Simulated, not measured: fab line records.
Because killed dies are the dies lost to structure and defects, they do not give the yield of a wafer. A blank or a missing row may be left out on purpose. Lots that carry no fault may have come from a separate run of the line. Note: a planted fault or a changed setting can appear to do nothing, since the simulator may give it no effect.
What tool caused it? ; flow sky130 ; 6 lots (18 wafers sampled), 1 step of a 708-step route

== WHAT THE GAUGES READ, wafer by wafer ==
SKY_METAL3_CD_MEAS_13: target cd 300 nm.
lot;measured;on;cd-nm (nm)
L658;day 39 20:55;cd-sem-02;299.5 300.4 300.0
L661;day 40 16:53;cd-sem-02;299.6 298.4 299.7
L664;day 41 20:01;cd-sem-01;299.3 299.0 298.0
L674;day 43 21:52;cd-sem-01;298.8 297.3 297.2
L676;day 44 18:30;cd-sem-01;299.9 300.1 300.8
L678;day 45 08:04;cd-sem-02;301.1 301.2 300.2

== WHAT TOOL EACH LOT RAN ON (gives the tool, then ch and the chambers of the sampled wafers, and finally the start) ==
No process step before these readings appears in the record.

== THE ANSWER, worked out from the rows above alone ==
Rule: usual is defined by the lots themselves. Put in order of their means at a reading, lots are off if they are a third of the lots or fewer, leave a main group of 4 or more, and stand apart from it by a gap of 3 or more times the standard deviation of the main group's means; of several such gaps the widest counts. A main group whose means are all the same, to the digits that the tables above print for the reading, isn't used. A lot without any number at a reading at which 4 lots or more have one is off too. Where the step has rows for the other lots, those lots are counted as sound.
No lot is off on any of the readings shown, so nothing can be concluded from this.

== WHAT THE SIMULATOR HAD INSERTED ==
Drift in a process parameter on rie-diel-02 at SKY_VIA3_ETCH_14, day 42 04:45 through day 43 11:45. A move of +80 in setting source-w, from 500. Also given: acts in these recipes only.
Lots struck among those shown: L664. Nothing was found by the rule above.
